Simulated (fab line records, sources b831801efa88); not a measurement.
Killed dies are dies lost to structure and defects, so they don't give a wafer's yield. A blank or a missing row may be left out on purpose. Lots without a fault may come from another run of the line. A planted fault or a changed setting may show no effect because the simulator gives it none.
fab line records | flow sky130
record lots=5 wafers=15 last_day=48
route steps=708 shown LI_CONTACT@384 LOCAL_INTERCONNECT@387 CONTACT@406
lots that met no fault: from a run of the same line without faults
start_h: hours from the record's first day to the start of the lot's first wafer shown | wait_h: hours since the lot's step before | " the same as in the row above | L1.1+2: a row that stands for several wafers | - no value, or no start given | * or withheld: withheld | < > ~ a bound
route shown NAME@n: a module of which the file shows steps, and the number in the route of the first | usual: mean/standard deviation of fault-free wafers | same: alike in all rows | chamber/n: place in a boat | sites: the reading at each site | _std_site: their standard deviation | _edge_site: outer sites' mean less inner sites' | radius_mm: how far each site lies from the wafer's centre | mask NAME#n: copy n | behind: the tool/chamber that last shaped the wafer | hold: why the lot was held/for how many hours/how that ended | device: the transistor (n, p or np) that didn't switch | end of line: the same wafers' tests at the end of the route | a step without rows: its recipe alone | killed: dies lost to structure and defects at the first sort, not the wafer's yield | map: a wafer's dies, x killed, . not, _ none there
set.NAME: the setting as run; set.NAME@STEP: as run at that earlier step | model.NAME: the simulator's own value behind a step, which no gauge read
lots at some steps of the route; a table a step, a row a wafer
services: from which hour (start_h, from the record's first day; less than 0 if before it) a tool's chamber was out of use, for how many hours, and why
## steps
# step SKY_LI_CONTACT_RS_MEAS_22
# recipe thk_meas_gauge=four-point-probe reads=W_of_LI_CONTACT_CVD_21+TiN_of_LI_CONTACT_SPUTTER_20+Ti_of_LI_CONTACT_SPUTTER_19
# usual LI_CONTACT_W_RS=0.284/0.0038
# columns lot.wafer tool chamber start_h wait_h LI_CONTACT_W_RS[ohm/sq]
L078.1 film_metro-01 - 713.20 0.1 0.291
L078.4 " - " " 0.291
L078.6 " - " " 0.292
L084.1 film_metro-04 - 759.16 0.1 0.288
L084.3 " - " " 0.288
L084.5 " - " " 0.288
L085.1 film_metro-01 - 772.26 0.1 0.284
L085.2 " - " " 0.284
L085.5 " - " " 0.286
L087.1 film_metro-04 - 779.97 0.1 0.285
L087.4 " - " " 0.283
L087.6 " - " " 0.289
L089.1 film_metro-01 - 800.30 0.1 0.281
L089.5 " - " " 0.278
L089.6 " - " " 0.280
# step SKY_LI_CONTACT_THK_MEAS_23
# recipe thk_meas_gauge=xrf reads=W_of_LI_CONTACT_CVD_21
# usual LI_CONTACT_W_THK=410/6.2
# columns lot.wafer tool chamber start_h wait_h LI_CONTACT_W_THK[nm]
L078.1 film_metro-01 - 713.32 0.1 395
L078.4 " - " " 398
L078.6 " - " " 396
L084.1 film_metro-04 - 759.28 0.1 405
L084.3 " - " " 406
L084.5 " - " " 405
L085.1 film_metro-01 - 772.38 0.1 409
L085.2 " - " " 405
L085.5 " - " " 405
L087.1 film_metro-04 - 780.09 0.1 416
L087.4 " - " " 417
L087.6 " - " " 408
L089.1 film_metro-01 - 800.42 0.1 416
L089.5 " - " " 416
L089.6 " - " " 414
# step SKY_LI_CONTACT_CMP_24
# recipe stop_on=PSG t_overpolish_s=20 down_force_psi=3.5 platen_rpm=60 target_thk_nm=0 pad_velocity_m_s=0.94248
# usual motor_current_A=11.0/0.84 overpolish_run_s=20.000/0.0088 time_to_endpoint_s=96/4.4
# columns lot.wafer tool chamber start_h wait_h motor_current_A overpolish_run_s time_to_endpoint_s
L078.4 cmp-02 0 713.38 0.0 11.4 20.007 89
L078.1 " 3 " " 9.7 20.011 97
L078.6 " 0 " " 10.9 20.029 92
L084.1 cmp-02 0 759.39 0.1 11.2 20.001 91
L084.3 " 2 " " 10.3 19.987 95
L084.5 " 3 " " 9.3 19.990 97
L085.2 cmp-01 2 772.59 0.2 11.2 19.990 96
L085.1 " 3 " " 11.5 20.005 95
L085.5 " 0 " " 11.8 20.009 90
L087.4 cmp-02 2 780.40 0.3 11.1 19.994 104
L087.1 " 3 " " 9.9 20.005 107
L087.6 " 1 " " 10.9 20.016 95
L089.1 cmp-01 3 800.63 0.2 11.1 19.997 99
L089.5 " 0 " " 12.6 20.017 94
L089.6 " 1 " " 10.5 20.019 96
# step SKY_LOCAL_INTERCONNECT_SPUTTER_00
# recipe material=TiN target_thk_nm=100 temp_c=300 power_w=6500 time_s=83.3 chamber_pressure_pa=0.4
# usual throttle_valve_pct=29.8/1.3
# columns lot.wafer tool chamber start_h wait_h throttle_valve_pct
L078.1 pvd_sputter-04 - 713.68 0.1 27.4
L078.4 " - " " 31.1
L078.6 " - " " 27.3
L084.1 pvd_sputter-03 - 759.64 0.2 30.7
L084.3 " - " " 30.9
L084.5 " - " " 31.5
L085.1 pvd_sputter-02 - 772.79 0.1 28.9
L085.2 " - " " 29.6
L085.5 " - " " 28.9
L087.1 pvd_sputter-02 - 780.60 0.1 29.8
L087.4 " - " " 28.5
L087.6 " - " " 29.2
L089.1 pvd_sputter-04 - 800.78 0.1 30.9
L089.5 " - " " 31.0
L089.6 " - " " 30.6
# step SKY_LOCAL_INTERCONNECT_RS_MEAS_01
# recipe thk_meas_gauge=four-point-probe reads=TiN_of_LOCAL_INTERCONNECT_SPUTTER_00
# usual LOCAL_INTERCONNECT_TIN_RS=14.06/0.19
# columns lot.wafer tool chamber start_h wait_h LOCAL_INTERCONNECT_TIN_RS[ohm/sq]
L078.1 film_metro-04 - 713.75 0.0 14.23
L078.4 " - " " 14.32
L078.6 " - " " 14.23
L084.1 film_metro-03 - 759.70 0.0 14.24
L084.3 " - " " 14.07
L084.5 " - " " 14.06
L085.1 film_metro-03 - 772.86 0.0 13.99
L085.2 " - " " 14.04
L085.5 " - " " 13.95
L087.1 film_metro-02 - 780.66 0.0 14.02
L087.4 " - " " 13.89
L087.6 " - " " 14.17
L089.1 film_metro-03 - 800.85 0.0 14.40
L089.5 " - " " 14.46
L089.6 " - " " 14.04
# step SKY_LOCAL_INTERCONNECT_THK_MEAS_02
# recipe thk_meas_gauge=xrf reads=TiN_of_LOCAL_INTERCONNECT_SPUTTER_00
# usual LOCAL_INTERCONNECT_TIN_THK=99.2/1.4
# columns lot.wafer tool chamber start_h wait_h LOCAL_INTERCONNECT_TIN_THK[nm]
L078.1 film_metro-04 - 713.87 0.1 98.3
L078.4 " - " " 97.5
L078.6 " - " " 97.6
L084.1 film_metro-03 - 759.82 0.1 97.8
L084.3 " - " " 98.3
L084.5 " - " " 98.6
L085.1 film_metro-03 - 772.98 0.1 99.8
L085.2 " - " " 99.8
L085.5 " - " " 100.6
L087.1 film_metro-02 - 780.78 0.1 99.1
L087.4 " - " " 99.8
L087.6 " - " " 98.0
L089.1 film_metro-03 - 800.97 0.1 96.7
L089.5 " - " " 97.0
L089.6 " - " " 99.0
# step SKY_LOCAL_INTERCONNECT_DEHYDRATE_03
# recipe temp_c=200 time_s=60
# columns lot.wafer tool chamber start_h wait_h
L078.1+4+6 litho_track-01 0 726.61 12.7
L084.1+3+5 litho_track-03 0 773.17 13.3
L085.1+2+5 litho_track-01 0 785.16 12.2
L087.1+4+6 litho_track-04 0 792.68 11.9
L089.1+5+6 litho_track-01 0 813.41 12.4
# step SKY_LOCAL_INTERCONNECT_HMDS_04
# recipe prime_time_s=60 prime_temp_c=120
# columns lot.wafer tool chamber start_h wait_h
L078.1+4+6 litho_track-01 0 726.76 0.1
L084.1+3+5 litho_track-03 0 773.32 0.1
L085.1+2+5 litho_track-01 0 785.31 0.1
L087.1+4+6 litho_track-04 0 792.83 0.1
L089.1+5+6 litho_track-01 0 813.56 0.1
# step SKY_LOCAL_INTERCONNECT_COAT_05
# recipe resist=BARC temp_c=withheld time_s=withheld spin_rpm=3000 resist_thk_nm=60
# columns lot.wafer tool chamber start_h wait_h
L078.1+4+6 litho_track-01 0 726.91 0.1
L084.1+3+5 litho_track-03 0 773.47 0.1
L085.1+2+5 litho_track-01 0 785.46 0.1
L087.1+4+6 litho_track-04 0 792.98 0.1
L089.1+5+6 litho_track-01 0 813.71 0.1
# step SKY_LOCAL_INTERCONNECT_COAT_06
# recipe resist=KrF-thick spin_rpm=3000 resist_thk_nm=450
# columns lot.wafer tool chamber start_h wait_h
L078.1+4+6 litho_track-01 0 - -
L084.1+3+5 litho_track-03 0 - -
L085.1+2+5 litho_track-01 0 - -
L087.1+4+6 litho_track-04 0 - -
L089.1+5+6 litho_track-01 0 - -
# step SKY_LOCAL_INTERCONNECT_SOFTBAKE_07
# recipe temp_c=100 time_s=90 resist=KrF-thick
# columns lot.wafer tool chamber start_h wait_h
L078.1+4+6 litho_track-01 0 - -
L084.1+3+5 litho_track-03 0 - -
L085.1+2+5 litho_track-01 0 - -
L087.1+4+6 litho_track-04 0 - -
L089.1+5+6 litho_track-01 0 - -
# step SKY_LOCAL_INTERCONNECT_EXPOSE_08
# recipe mask_id=LI1M na=0.8 source_shape=annular sigma_inner=0.55 sigma_outer=0.85 target_cd_nm=170 dose_mj=28
# columns lot.wafer tool chamber start_h wait_h mask
L078.1+4+6 krf_scanner-01 0 - - LI1M#0
L084.1+3+5 krf_scanner-02 0 - - LI1M#0
L085.1+2+5 krf_scanner-01 0 - - LI1M#0
L087.1+4+6 krf_scanner-01 0 - - LI1M#0
L089.1+5+6 krf_scanner-01 0 - - LI1M#0
# step SKY_LOCAL_INTERCONNECT_PEB_09
# recipe peb_temp_c=withheld peb_time_s=withheld resist=KrF-thick
# columns lot.wafer tool chamber start_h wait_h
L078.1+4+6 litho_track-01 0 - -
L084.1+3+5 litho_track-01 0 - -
L085.1+2+5 litho_track-03 0 - -
L087.1+4+6 litho_track-04 0 - -
L089.1+5+6 litho_track-03 0 - -
# step SKY_LOCAL_INTERCONNECT_DEVELOP_10
# recipe develop_time_s=60 resist=KrF-thick dev_temp_c=21
# columns lot.wafer tool chamber start_h wait_h
L078.1+4+6 litho_track-01 0 - -
L084.1+3+5 litho_track-01 0 - -
L085.1+2+5 litho_track-03 0 - -
L087.1+4+6 litho_track-04 0 - -
L089.1+5+6 litho_track-03 0 - -
# step SKY_LOCAL_INTERCONNECT_CD_MEAS_11
# recipe target_cd_nm=170
# usual cd_nm=169.3/1.3
# columns lot.wafer tool chamber start_h wait_h cd_nm
L078.1 cd_sem-02 - 741.31 - 169.2
L078.4 " - " " 169.1
L078.6 " - " " 169.3
L084.1 cd_sem-02 - 786.61 - 167.9
L084.3 " - " " 169.3
L084.5 " - " " 168.3
L085.1 cd_sem-02 - 799.41 - 168.1
L085.2 " - " " 168.4
L085.5 " - " " 168.7
L087.1 cd_sem-02 - 807.03 - 169.7
L087.4 " - " " 170.0
L087.6 " - " " 170.5
L089.1 cd_sem-02 - 827.22 - 167.6
L089.5 " - " " 167.3
L089.6 " - " " 168.3
# step SKY_LOCAL_INTERCONNECT_OVL_MEAS_12
# usual LOCAL_INTERCONNECT_OVL=4/5.1
# columns lot.wafer tool chamber start_h wait_h LOCAL_INTERCONNECT_OVL[nm]
L078.1 overlay-02 - 741.43 0.1 9
L078.4 " - " " 1
L078.6 " - " " 5
L084.1 overlay-02 - 786.73 0.1 -2
L084.3 " - " " -2
L084.5 " - " " 6
L085.1 overlay-02 - 799.53 0.1 12
L085.2 " - " " 8
L085.5 " - " " 14
L087.1 overlay-01 - 807.15 0.1 1
L087.4 " - " " 3
L087.6 " - " " -1
L089.1 overlay-01 - 827.34 0.1 14
L089.5 " - " " 5
L089.6 " - " " 14
# step SKY_LOCAL_INTERCONNECT_ETCH_13
# recipe chemistry=N2/H2 target=BARC ion_energy_ev=200 bias_w=100 pressure_mtorr=30 n2_flow_sccm=100 h2_flow_sccm=200 icp_w=500 stop_on=SiO2 time_s=45.9 target_depth_a=600
# usual drypump_motor_current_A=5.9/0.5 oes_product_au=0.854/0.0048 throttle_valve_pct=13.227/0.0096
# columns lot.wafer tool chamber start_h wait_h drypump_motor_current_A oes_product_au rf_hours_counter_h throttle_valve_pct
L078.1 rie_metal-02 0 741.47 0.0 5.8 0.849 13 13.226
L078.4 " 1 " " 6.6 0.857 - 13.208
L078.6 " 1 " " 6.6 0.856 - 13.213
L084.1 rie_metal-01 0 786.77 0.0 6.2 0.851 10 13.219
L084.3 " 0 " " 6.2 0.853 - 13.224
L084.5 " 0 " " 6.2 0.855 - 13.229
L085.1 rie_metal-03 1 799.56 0.0 5.1 0.864 9 13.229
L085.2 " 0 " " 5.8 0.847 16 13.211
L085.5 " 1 " " 5.1 0.855 - 13.225
L087.1 rie_metal-02 1 807.18 0.0 6.6 0.845 14 13.227
L087.4 " 0 " " 5.8 0.849 - 13.238
L087.6 " 0 " " 5.8 0.856 - 13.225
L089.1 rie_metal-03 0 827.38 0.0 5.8 0.855 17 13.234
L089.5 " 0 " " 5.8 0.860 - 13.217
L089.6 " 1 " " 5.1 0.849 - 13.234
# step SKY_LOCAL_INTERCONNECT_METAL_ETCH_14
# recipe target_depth_nm=110 stop_on=PSG chemistry=Cl2/BCl3 target=TiN resist_sidewall_deg=88 pressure_mtorr=10 icp_w=900 bias_w=48.5 Cl2_flow_sccm=60 bcl3_flow_sccm=30 time_s=31.4
# usual drypump_motor_current_A=5.9/0.5 oes_product_au=0.944/0.0089 throttle_valve_pct=21.898/0.01
# columns lot.wafer tool chamber start_h wait_h drypump_motor_current_A oes_product_au rf_hours_counter_h throttle_valve_pct
L078.1 rie_metal-02 0 741.53 0.0 5.8 0.936 13 21.898
L078.4 " 1 " " 6.5 0.939 - 21.916
L078.6 " 1 " " 6.5 0.939 - 21.902
L084.1 rie_metal-01 0 786.83 0.0 6.2 0.938 10 21.909
L084.3 " 0 " " 6.2 0.944 - 21.909
L084.5 " 0 " " 6.2 0.941 - 21.906
L085.1 rie_metal-03 1 799.63 0.0 5.1 0.949 9 21.887
L085.2 " 0 " " 5.8 0.948 16 21.896
L085.5 " 1 " " 5.1 0.944 - 21.889
L087.1 rie_metal-02 1 807.25 0.0 6.6 0.949 14 21.898
L087.4 " 0 " " 5.8 0.955 - 21.903
L087.6 " 0 " " 5.8 0.933 - 21.896
L089.1 rie_metal-03 0 827.44 0.0 5.8 0.935 17 21.892
L089.5 " 0 " " 5.8 0.936 - 21.908
L089.6 " 1 " " 5.1 0.947 - 21.890
# step SKY_LOCAL_INTERCONNECT_STRIP_15
# recipe chemistry=O2/N2 power_w=1400 pressure_mtorr=1500 platen_temp_c=withheld o2_flow_sccm=3000 n2_flow_sccm=300 overash_fraction=0.5
# usual drypump_motor_current_A=5.79/0.22 oes_product_au=0.427/0.0046 strip_time_to_endpoint_s=4.719/0.021
# columns lot.wafer tool chamber start_h wait_h drypump_motor_current_A oes_product_au rf_hours_counter_h strip_time_to_endpoint_s
L078.1 plasma_asher-03 1 741.58 0.0 5.79 0.427 62 4.731
L078.4 " 0 " " 6.22 0.435 - 4.755
L078.6 " 1 " " 5.78 0.430 - 4.728
L084.1 plasma_asher-04 1 786.89 0.0 5.88 0.422 36 4.703
L084.3 " 0 " " 5.53 0.424 - 4.717
L084.5 " 0 " " 5.51 0.429 - 4.714
L085.1 plasma_asher-03 1 799.68 0.0 5.74 0.424 67 4.734
L085.2 " 0 " " 6.18 0.426 67 4.743
L085.5 " 1 " " 5.76 0.435 - 4.726
L087.1 plasma_asher-04 0 807.30 0.0 5.60 0.430 38 4.718
L087.4 " 0 " " 5.60 0.418 - 4.710
L087.6 " 0 " " 5.58 0.432 - 4.691
L089.1 plasma_asher-03 0 827.49 0.0 6.25 0.427 70 4.733
L089.5 " 0 " " 6.26 0.425 - 4.743
L089.6 " 1 " " 5.76 0.426 - 4.732
# step SKY_LOCAL_INTERCONNECT_STRIP_16
# recipe chemistry=post_etch_residue_remover time_s=1200 temp_c=72.5
# columns lot.wafer tool chamber start_h wait_h
L078.1+4+6 wet_bench-02 3 741.68 0.1
L084.1+3+5 wet_bench-03 3 786.99 0.1
L085.1+2+5 wet_bench-03 1 799.78 0.1
L087.1+4+6 wet_bench-04 3 807.40 0.1
L089.1+5+6 wet_bench-03 2 827.59 0.1
# step SKY_LOCAL_INTERCONNECT_CLEAN_17
# recipe chemistry=IPA time_s=180 temp_c=25
# columns lot.wafer tool chamber start_h wait_h
L078.1+4+6 wet_bench-04 3 742.03 0.0
L084.1+3+5 wet_bench-04 1 787.36 0.0
L085.1+2+5 wet_bench-02 2 800.12 0.0
L087.1+4+6 wet_bench-02 2 807.74 0.0
L089.1+5+6 wet_bench-04 3 827.97 0.0
# step SKY_LOCAL_INTERCONNECT_CLEAN_18
# recipe chemistry=O3/DIW dry=n2_spin
# columns lot.wafer tool chamber start_h wait_h
L078.1+4+6 wet_bench-03 2 742.08 0.0
L084.1+3+5 wet_bench-03 0 787.43 0.0
L085.1+2+5 wet_bench-04 0 800.18 0.0
L087.1+4+6 wet_bench-04 2 807.80 0.0
L089.1+5+6 wet_bench-02 1 828.03 0.0
# step SKY_CONTACT_CVD_00
# recipe material=Si3N4 target_thk_nm=75 temp_c=400 time_s=withheld rf_w=450
# usual heater_power_w=735/88
# columns lot.wafer tool chamber start_h wait_h heater_power_w
L078.1 pecvd-02 2 742.18 0.0 847
L078.4 " 1 " " 711
L078.6 " 0 " " 813
L084.1 pecvd-01 0 787.52 0.0 804
L084.3 " 1 " " 784
L084.5 " 2 " " 803
L085.1 pecvd-03 2 800.37 0.0 632
L085.2 " 1 " " 646
L085.5 " 0 " " 800
L087.1 pecvd-02 2 807.89 0.0 725
L087.4 " 2 " " 741
L087.6 " 0 " " 813
L089.1 pecvd-02 0 828.12 0.0 761
L089.5 " 2 " " 833
L089.6 " 1 " " 760
# step SKY_CONTACT_THK_MEAS_01
# recipe reads=Si3N4_of_CONTACT_CVD_00
# usual CONTACT_CVD_00_THK=74.6/0.98
# columns lot.wafer tool chamber start_h wait_h CONTACT_CVD_00_THK[nm]
L078.1 film_metro-03 - 742.21 - 73.7
L078.4 " - " " 77.2
L078.6 " - " " 75.8
L084.1 film_metro-04 - 787.55 - 73.9
L084.3 " - " " 73.7
L084.5 " - " " 74.5
L085.1 film_metro-04 - 800.40 - 74.3
L085.2 " - " " 74.0
L085.5 " - " " 76.8
L087.1 film_metro-01 - 807.92 - 72.5
L087.4 " - " " 74.4
L087.6 " - " " 74.0
L089.1 film_metro-04 - 828.15 - 73.2
L089.5 " - " " 74.4
L089.6 " - " " 76.0
# step SKY_CONTACT_HDPCVD_02
# recipe material=SiO2 target_thk_nm=565 sigma_open_frac=0.3 time_s=94.2 temp_c=600 sih4_flow_sccm=60 pressure_mtorr=6
# columns lot.wafer tool chamber start_h wait_h
L078.1+4+6 hdpcvd-01 2,1,2 742.27 0.1
L084.1+3+5 hdpcvd-01 1,0,2 787.61 0.1
L085.1+2+5 hdpcvd-02 2,0,0 800.46 0.1
L087.1+4+6 hdpcvd-02 2,2,0 807.98 0.1
L089.1+5+6 hdpcvd-01 1,0,2 828.21 0.1
# step SKY_CONTACT_THK_MEAS_03
# recipe reads=SiO2_of_CONTACT_HDPCVD_02
# usual CONTACT_HDPCVD_THK=568/6.7
# columns lot.wafer tool chamber start_h wait_h CONTACT_HDPCVD_THK[nm]
L078.1 film_metro-04 - 742.34 0.0 562
L078.4 " - " " 556
L078.6 " - " " 561
L084.1 film_metro-01 - 787.68 0.0 556
L084.3 " - " " 567
L084.5 " - " " 557
L085.1 film_metro-04 - 800.53 0.0 562
L085.2 " - " " 561
L085.5 " - " " 562
L087.1 film_metro-03 - 808.05 0.0 572
L087.4 " - " " 572
L087.6 " - " " 565
L089.1 film_metro-03 - 828.28 0.0 565
L089.5 " - " " 567
L089.6 " - " " 558
# step SKY_CONTACT_CMP_04
# recipe material=SiO2 down_force_psi=4 platen_rpm=60 pad_velocity_m_s=0.94248
# usual motor_current_A=12.0/0.89 time_to_endpoint_s=85/4.9
# columns lot.wafer tool chamber start_h wait_h motor_current_A time_to_endpoint_s
L078.4 cmp-02 1 742.45 0.1 11.9 74
L078.1 " 3 " " 10.7 86
L078.6 " 1 " " 11.4 77
L084.1 cmp-01 2 787.79 0.1 12.7 78
L084.3 " 3 " " 11.9 84
L084.5 " 2 " " 12.3 80
L085.1 cmp-02 3 800.64 0.1 10.4 91
L085.2 " 1 " " 12.2 74
L085.5 " 3 " " 10.9 89
L087.4 cmp-02 3 808.16 0.1 10.5 97
L087.1 " 0 " " 12.2 92
L087.6 " 2 " " 12.9 89
L089.1 cmp-01 0 828.49 0.2 13.7 79
L089.5 " 1 " " 11.4 81
L089.6 " 2 " " 12.3 78
# step SKY_CONTACT_BOW_MEAS_05
# recipe mode=bow
# usual CONTACT_BOW=83/7.1
# columns lot.wafer tool chamber start_h wait_h CONTACT_BOW[um]
L078.1 film_metro-03 - 742.70 0.1 82
L078.4 " - " " 75
L078.6 " - " " 77
L084.1 film_metro-04 - 788.04 0.2 71
L084.3 " - " " 77
L084.5 " - " " 76
L085.1 film_metro-01 - 800.89 0.2 87
L085.2 " - " " 87
L085.5 " - " " 96
L087.1 film_metro-03 - 808.41 0.1 93
L087.4 " - " " 86
L087.6 " - " " 85
L089.1 film_metro-04 - 828.64 0.1 80
L089.5 " - " " 85
L089.6 " - " " 94
# step SKY_CONTACT_DEHYDRATE_06
# recipe temp_c=200 time_s=60
# columns lot.wafer tool chamber start_h wait_h
L078.1+4+6 litho_track-02 0 755.29 12.6
L084.1+3+5 litho_track-02 0 800.49 12.4
L085.1+2+5 litho_track-02 0 813.24 12.3
L087.1+4+6 litho_track-04 0 821.03 12.6
L089.1+5+6 litho_track-01 0 840.37 11.7
# step SKY_CONTACT_HMDS_07
# recipe prime_time_s=60 prime_temp_c=120
# columns lot.wafer tool chamber start_h wait_h
L078.1+4+6 litho_track-02 0 755.44 0.1
L084.1+3+5 litho_track-02 0 800.64 0.1
L085.1+2+5 litho_track-02 0 813.39 0.1
L087.1+4+6 litho_track-04 0 821.18 0.1
L089.1+5+6 litho_track-01 0 840.52 0.1
# step SKY_CONTACT_COAT_08
# recipe resist=BARC temp_c=withheld time_s=withheld spin_rpm=3000 resist_thk_nm=60
# columns lot.wafer tool chamber start_h wait_h
L078.1+4+6 litho_track-02 0 755.59 0.1
L084.1+3+5 litho_track-02 0 800.79 0.1
L085.1+2+5 litho_track-02 0 813.54 0.1
L087.1+4+6 litho_track-04 0 821.33 0.1
L089.1+5+6 litho_track-01 0 840.67 0.1
# step SKY_CONTACT_COAT_09
# recipe resist=KrF-thick spin_rpm=3000 resist_thk_nm=450
# columns lot.wafer tool chamber start_h wait_h
L078.1+4+6 litho_track-02 0 - -
L084.1+3+5 litho_track-02 0 - -
L085.1+2+5 litho_track-02 0 - -
L087.1+4+6 litho_track-04 0 - -
L089.1+5+6 litho_track-01 0 - -
# step SKY_CONTACT_SOFTBAKE_10
# recipe temp_c=100 time_s=90 resist=KrF-thick
# columns lot.wafer tool chamber start_h wait_h
L078.1+4+6 litho_track-02 0 - -
L084.1+3+5 litho_track-02 0 - -
L085.1+2+5 litho_track-02 0 - -
L087.1+4+6 litho_track-04 0 - -
L089.1+5+6 litho_track-01 0 - -
# step SKY_CONTACT_EXPOSE_11
# recipe mask_id=CTM1 na=0.8 source_shape=annular sigma_inner=0.55 sigma_outer=0.85 target_cd_nm=170 dose_mj=38
# columns lot.wafer tool chamber start_h wait_h mask
L078.1+4+6 krf_scanner-01 0 - - CTM1#0
L084.1+3+5 krf_scanner-01 0 - - CTM1#0
L085.1+2+5 krf_scanner-02 0 - - CTM1#0
L087.1+4+6 krf_scanner-01 0 - - CTM1#0
L089.1+5+6 krf_scanner-02 0 - - CTM1#0
# step SKY_CONTACT_PEB_12
# recipe peb_temp_c=withheld peb_time_s=withheld resist=KrF-thick
# columns lot.wafer tool chamber start_h wait_h
L078.1+4+6 litho_track-02 0 - -
L084.1+3+5 litho_track-01 0 - -
L085.1+2+5 litho_track-02 0 - -
L087.1+4+6 litho_track-01 0 - -
L089.1+5+6 litho_track-01 0 - -
# step SKY_CONTACT_DEVELOP_13
# recipe develop_time_s=60 resist=KrF-thick dev_temp_c=21
# columns lot.wafer tool chamber start_h wait_h
L078.1+4+6 litho_track-02 0 - -
L084.1+3+5 litho_track-01 0 - -
L085.1+2+5 litho_track-02 0 - -
L087.1+4+6 litho_track-01 0 - -
L089.1+5+6 litho_track-01 0 - -
# step SKY_CONTACT_CD_MEAS_14
# recipe target_cd_nm=170
# usual cd_nm=170.4/1.1
# columns lot.wafer tool chamber start_h wait_h cd_nm
L078.1 cd_sem-02 - 769.49 - 170.1
L078.4 " - " " 170.4
L078.6 " - " " 171.0
L084.1 cd_sem-02 - 814.56 - 172.2
L084.3 " - " " 171.2
L084.5 " - " " 173.0
L085.1 cd_sem-02 - 827.34 - 169.8
L085.2 " - " " 170.3
L085.5 " - " " 169.3
L087.1 cd_sem-02 - 834.53 - 167.8
L087.4 " - " " 168.1
L087.6 " - " " 167.7
L089.1 cd_sem-01 - 854.42 - 170.7
L089.5 " - " " 171.6
L089.6 " - " " 170.7
# step SKY_CONTACT_OVL_MEAS_15
# usual CONTACT_OVL=2/5.2
# columns lot.wafer tool chamber start_h wait_h CONTACT_OVL[nm]
L078.1 overlay-01 - 769.61 0.1 0
L078.4 " - " " -1
L078.6 " - " " -6
L084.1 overlay-01 - 814.68 0.1 -2
L084.3 " - " " 7
L084.5 " - " " 10
L085.1 overlay-02 - 827.46 0.1 0
L085.2 " - " " 2
L085.5 " - " " 2
L087.1 overlay-02 - 834.65 0.1 11
L087.4 " - " " 9
L087.6 " - " " 8
L089.1 overlay-02 - 854.54 0.1 -9
L089.5 " - " " -6
L089.6 " - " " -6
# step SKY_CONTACT_ETCH_16
# recipe chemistry=N2/H2 target=BARC ion_energy_ev=200 source_w=500 bias_w=100 pressure_mtorr=30 n2_flow_sccm=100 h2_flow_sccm=200 stop_on=SiO2 time_s=45.9 target_depth_a=600
# usual drypump_motor_current_A=5.7/0.36 oes_product_au=0.854/0.0048 throttle_valve_pct=13.225/0.0098
# columns lot.wafer tool chamber start_h wait_h drypump_motor_current_A oes_product_au rf_hours_counter_h throttle_valve_pct
L078.1 rie_diel-03 0 769.64 0.0 6.0 0.854 7 13.206
L078.4 " 1 " " 4.9 0.855 3 13.224
L078.6 " 2 " " 5.9 0.857 - 13.233
L084.1 rie_diel-03 0 814.72 0.0 5.9 0.861 8 13.228
L084.3 " 1 " " 5.0 0.851 5 13.217
L084.5 " 2 " " 5.9 0.853 - 13.217
L085.1 rie_diel-03 3 827.50 0.0 5.5 0.854 16 13.218
L085.2 " 2 " " 5.9 0.850 1 13.232
L085.5 " 3 " " 5.5 0.856 - 13.242
L087.1 rie_diel-02 1 834.68 0.0 5.6 0.856 10 13.235
L087.4 " 0 " " 6.1 0.855 14 13.206
L087.6 " 1 " " 5.6 0.848 - 13.235
L089.1 rie_diel-04 3 854.57 0.0 5.9 0.853 11 13.228
L089.5 " 3 " " 5.9 0.846 - 13.209
L089.6 " 0 " " 6.0 0.851 - 13.235
# step SKY_CONTACT_ETCH_17
# recipe target=SiO2 chemistry=C4F8/O2/Ar stop_on=Si3N4 mask_material=KrF-thick source_w=1500 bias_w=1200 pressure_mtorr=40 c4f8_flow_sccm=withheld O2_flow_sccm=6 Ar_flow_sccm=300 time_s=withheld target_depth_a=3400
# usual oes_product_au=0.892/0.0055
# columns lot.wafer tool chamber start_h wait_h oes_product_au
L078.1 rie_diel-03 0 769.69 0.0 0.904
L078.4 " 1 " " 0.880
L078.6 " 2 " " 0.883
L084.1 rie_diel-03 0 814.76 0.0 0.887
L084.3 " 1 " " 0.893
L084.5 " 2 " " 0.889
L085.1 rie_diel-03 3 827.54 0.0 0.895
L085.2 " 2 " " 0.895
L085.5 " 3 " " 0.896
L087.1 rie_diel-02 1 834.72 0.0 0.890
L087.4 " 0 " " 0.898
L087.6 " 1 " " 0.888
L089.1 rie_diel-04 3 854.61 0.0 0.892
L089.5 " 3 " " 0.884
L089.6 " 0 " " 0.902
# step SKY_CONTACT_ETCH_18
# recipe target=Si3N4 chemistry=CHF3/O2 stop_on=TiN source_w=600 bias_w=200 pressure_mtorr=40 chf3_flow_sccm=50 O2_flow_sccm=5 time_s=39 target_depth_a=750
# usual drypump_motor_current_A=5.7/0.36 oes_product_au=0.852/0.0076 throttle_valve_pct=8.792/0.0088
# columns lot.wafer tool chamber start_h wait_h drypump_motor_current_A oes_product_au rf_hours_counter_h throttle_valve_pct
L078.1 rie_diel-03 0 - - 5.9 0.843 7 8.800
L078.4 " 1 " " 5.0 0.875 3 8.787
L078.6 " 2 " " 5.9 0.861 - 8.790
L084.1 rie_diel-03 0 - - 6.0 0.841 8 8.793
L084.3 " 1 " " 4.9 0.840 5 8.783
L084.5 " 2 " " 5.9 0.848 - 8.787
L085.1 rie_diel-03 3 - - 5.4 0.845 16 8.807
L085.2 " 2 " " 5.9 0.850 1 8.779
L085.5 " 3 " " 5.5 0.869 - 8.788
L087.1 rie_diel-02 1 - - 5.6 0.842 11 8.777
L087.4 " 0 " " 6.1 0.850 14 8.783
L087.6 " 1 " " 5.6 0.851 - 8.787
L089.1 rie_diel-04 3 - - 5.9 0.843 11 8.801
L089.5 " 3 " " 5.9 0.848 - 8.786
L089.6 " 0 " " 6.0 0.867 - 8.786
## services
# columns tool chamber start_h hours kind
rie_diel-03 - 690.27 0.7 repair
rie_diel-04 0 691.83 8.7 repair
wet_bench-04 - 706.33 1.8 repair
cmp-01 - 707.69 4.5 repair
krf_scanner-01 - 708.38 1.0 pm
cmp-02 - 725.80 3.7 repair
cmp-01 - 744.11 4.0 pm
rie_diel-02 1 746.39 23.2 repair
cmp-01 - 747.65 1.1 repair
wet_bench-02 - 752.84 3.6 repair
plasma_asher-03 - 753.02 3.6 repair
hdpcvd-01 1 755.25 5.9 repair
krf_scanner-01 - 758.60 0.8 pm
cmp-01 - 761.06 4.8 pm
cmp-02 - 762.19 2.6 repair
krf_scanner-01 - 765.58 1.5 repair
wet_bench-04 - 766.37 6.1 repair
krf_scanner-01 - 769.87 1.3 pm
rie_metal-02 - 785.29 1.4 pm
rie_metal-02 - 788.63 0.6 repair
rie_metal-03 - 799.87 1.1 repair
cmp-02 - 812.50 12.4 pm
cmp-02 - 831.38 0.6 repair
cmp-02 - 846.90 5.6 pm
## key
fault none
